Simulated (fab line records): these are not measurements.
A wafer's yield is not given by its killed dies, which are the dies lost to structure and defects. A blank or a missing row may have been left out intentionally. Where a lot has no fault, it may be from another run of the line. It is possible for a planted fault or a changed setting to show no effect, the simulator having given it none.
A single fault, viewed from 2 desks -- flow sky130 -- every desk sees just its own numbers, and what lay behind them comes last

## FROM THE METROLOGY DESK
Lot by lot, what the gauges showed, no matter which tool ran the lot: averages of those sampled wafers that carry a number. The brackets show how far a lot's mean lies from the usual mean; more than 4 standard deviations puts the lot out of limits, marked OUT.
Columns: A = VIA4_OVL at SKY_VIA4_OVL_MEAS_11, usual -0.1 nm
lot,first seen here,A
L370,day 43 03:03,0.6
L371,day 43 17:40,1.2
L373,day 43 23:00,-0.2
L376,day 44 18:28,-1.9
L375,day 44 21:36,3.0
L377,day 45 03:11,1.1
L378,day 45 09:52,1.1
L379,day 45 15:56,0.1
L380,day 45 17:20,-0.5
L384,day 46 22:46,1.3
L388,day 47 16:49,-1.7
L390,day 47 22:08,-1.7
This desk's finding: nothing out of limits on any of the 12 lots.

## THE TOOL OWNER'S DESK: pvd-sputter-01
The tool's own readings at SKY_METAL5_SPUTTER_03 (material Ti, target thk 5 nm, time 3.3 s): means of the sampled wafers that have a number, for each lot that ran on this tool. The brackets show how far a lot's mean lies from the usual mean; more than 4 standard deviations puts the lot out of limits, marked OUT.
Columns: A = chamber-pressure-pa at SKY_METAL5_SPUTTER_03, usual 0.3999 Pa; B = throttle-valve-pct at SKY_METAL5_SPUTTER_03, usual 30.3 %
lot,first seen here,A,B
L371,day 43 19:09,0.4007,29.4
L376,day 44 20:28,0.4001,29.9
L378,day 45 11:22,0.4003,30.0
L379,day 45 17:30,0.3648 (-45) OUT,31.5
L380,day 45 18:48,0.3644 (-46) OUT,31.3
This desk finds L379, L380 out of limits, L379 being first, at day 45 17:30 (chamber-pressure-pa at SKY_METAL5_SPUTTER_03). L371, L376, L378 stayed within limits.

## PUT TOGETHER
At day 45 17:30, on L379, L380, the tool owner's desk was in a position to raise an alarm.
From the metrology desk's view, nothing was out of limits.
The metrology desk has L379, L380 on record, within its limits.
On pvd-sputter-01, each named lot ran SKY_METAL5_SPUTTER_03.

## WHAT THE SIMULATOR PUT IN
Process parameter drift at SKY_METAL5_SPUTTER_03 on pvd-sputter-01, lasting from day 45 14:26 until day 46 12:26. Setting chamber-pressure-pa, moved by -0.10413, from 0.4. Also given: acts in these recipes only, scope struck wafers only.
Shown lots that were struck: L379, L380.
Time in hours from fault onset to the first out-of-limits reading at each desk: the tool owner's desk, 3.
